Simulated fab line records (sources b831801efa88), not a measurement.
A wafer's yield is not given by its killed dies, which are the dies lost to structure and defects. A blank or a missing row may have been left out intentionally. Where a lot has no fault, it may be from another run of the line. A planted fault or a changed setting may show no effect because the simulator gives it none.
Struck lot and sound lot, side by side :: flow sky130 :: 19 out of 708 route steps
Sound: wafers L231.4, L231.5, L231.6. Wafers L240.1, L240.4, L240.6 were the ones struck. At the end, the cause is stated.
At each step with rows: each side's tool, then ch and its chambers, then its first start. Under that, the readings that differ: sound wafers :: struck wafers :: difference of the means :: sigmas: that difference in standard deviations of wafers without a fault.
alike: readings with means less than 2 such deviations apart, plus words and numbers identical on both sides. not compared: withheld readings, readings lacking a value on some wafer, bounds such as >300 that could conceal the same value, and numbers that have no deviation in the record and whose values overlap.
A row with sigmas, a row that says differs or no value, or rows on one side alone: a step with any of these is where the two part. Non-overlapping numbers with no deviation appear without sigmas and do not part them. A reading missing from all wafers of one side parts the sides only when that side holds two or more wafers.

SKY_FIELD_ISO_BOW_MEAS_00:
  sound on film_metro-01 at day 2 06:04; struck on film_metro-02 at day 4 03:00
  alike: INCOMING_BOW
then, 1 step without rows for these wafers: SKY_FIELD_ISO_OXIDATION_01 (stabilise 600 s, purge 300 s, target thk 12 nm).
SKY_FIELD_ISO_THK_MEAS_02:
  sound on film_metro-03 at day 2 07:40; struck on film_metro-02 at day 4 05:22
  alike: FIELD_ISO_OXIDATION_00_THK
then, 1 step without rows for these wafers: SKY_FIELD_ISO_CVD_03 (deposits Si3N4 from DCS/NH3, target thk 165 nm, time 2830 s).
SKY_FIELD_ISO_THK_MEAS_04:
  sound on film_metro-03 at day 2 11:35; struck on film_metro-03 at day 4 07:13
reading: FIELD_ISO_CVD_03_THK (nm)
sound: 161.7 161.7 161.6
struck: 166.7 166.3 165.4
difference: +4.5
sigmas: +2
then, 3 steps without rows for these wafers: SKY_FIELD_ISO_DEHYDRATE_05 (time 60 s); SKY_FIELD_ISO_HMDS_06 (prime time 60 s); SKY_FIELD_ISO_COAT_07 (resist thk 60 nm).
SKY_FIELD_ISO_COAT_08: resist thk 450 nm.
  sound on litho_track-02 ch 0, day 2 19:00; struck on litho_track-01 ch 0, day 4 15:00
reading: model.KrF-thick_of_FIELD_ISO_COAT_08.thk_nm (nm)
sound: 449.4 449.6 448.8
struck: 426 427.3 427.4
difference: -22
sigmas: 
  alike: spin_speed_rpm
then, 4 steps without rows for these wafers: SKY_FIELD_ISO_SOFTBAKE_09 (time 90 s); SKY_FIELD_ISO_EXPOSE_10 (exposes mask FOM, target cd 150 nm); SKY_FIELD_ISO_PEB_11; SKY_FIELD_ISO_DEVELOP_12 (develop time 60 s).
SKY_FIELD_ISO_CD_MEAS_13: target cd 150 nm.
  sound on cd_sem-01 at day 3 04:36; struck on cd_sem-01 at day 5 00:58
  alike: cd_nm
SKY_FIELD_ISO_ETCH_14: etches BARC in N2/H2, stops on SiO2, time 45.9 s, target depth 60 nm.
  sound on rie_diel-02 ch 2,3, day 3 04:40; struck on rie_diel-04 ch 0,1,3, day 5 01:05
  alike: chamber_pressure_mTorr, drypump_motor_current_A, oes_product_au, throttle_valve_pct
  not compared: rf_hours_counter_h
SKY_FIELD_ISO_ETCH_15: etches the open film in CHF3/O2, stops on Si, target depth 180 nm, time 72 s.
  sound on rie_diel-02 ch 2,3, day 3 04:42; struck on rie_diel-04 ch 0,1,3, day 5 01:08
reading: model.KrF-thick_of_FIELD_ISO_COAT_08.thk_nm (nm)
sound: 230.8 231 231.5
struck: 207 212.1 204.1
difference: -23
sigmas: 
  alike: chamber_pressure_mTorr, chf3_flow_sccm, drypump_motor_current_A, oes_product_au, throttle_valve_pct
  not compared: rf_hours_counter_h
SKY_FIELD_ISO_STRIP_16: strips in O2/N2.
  sound on plasma_asher-02 ch 0,1, day 3 04:47; struck on plasma_asher-01 ch 0, day 5 01:11
reading: drypump_motor_current_A (A)
sound: 5.6 4.9 5.5
struck: 6.6 6.6 6.6
difference: +1.3
sigmas: +2

reading: oes_product_au (a.u.)
sound: 0.378 0.373 0.368
struck: 0.364 0.361 0.361
difference: -0.011
sigmas: -2

reading: strip_time_to_endpoint_s (s)
sound: 3.48 3.49 3.50
struck: 3.23 3.30 3.23
difference: -0.24
sigmas: -5
  alike: chamber_pressure_mTorr
  not compared: rf_hours_counter_h
SKY_FIELD_ISO_ETCH_17: etches Si in HBr/Cl2/O2, target depth 342 nm, time 101.3 s.
  sound on rie_si-02 ch 0,2,3, day 3 04:52; struck on rie_si-01 ch 2,3, day 5 01:17
  alike: chamber_pressure_mTorr, drypump_motor_current_A, oes_product_au, throttle_valve_pct
  not compared: rf_hours_counter_h
SKY_PAD_OPEN_PROBE_99:
  the record has rows for the sound wafers here (prober-02, day 46 20:17) and none for the struck ones

== WHERE THEY PART ==
Earliest at SKY_FIELD_ISO_THK_MEAS_04; latest, in this record, at SKY_PAD_OPEN_PROBE_99.

WHY: what the simulator had put in
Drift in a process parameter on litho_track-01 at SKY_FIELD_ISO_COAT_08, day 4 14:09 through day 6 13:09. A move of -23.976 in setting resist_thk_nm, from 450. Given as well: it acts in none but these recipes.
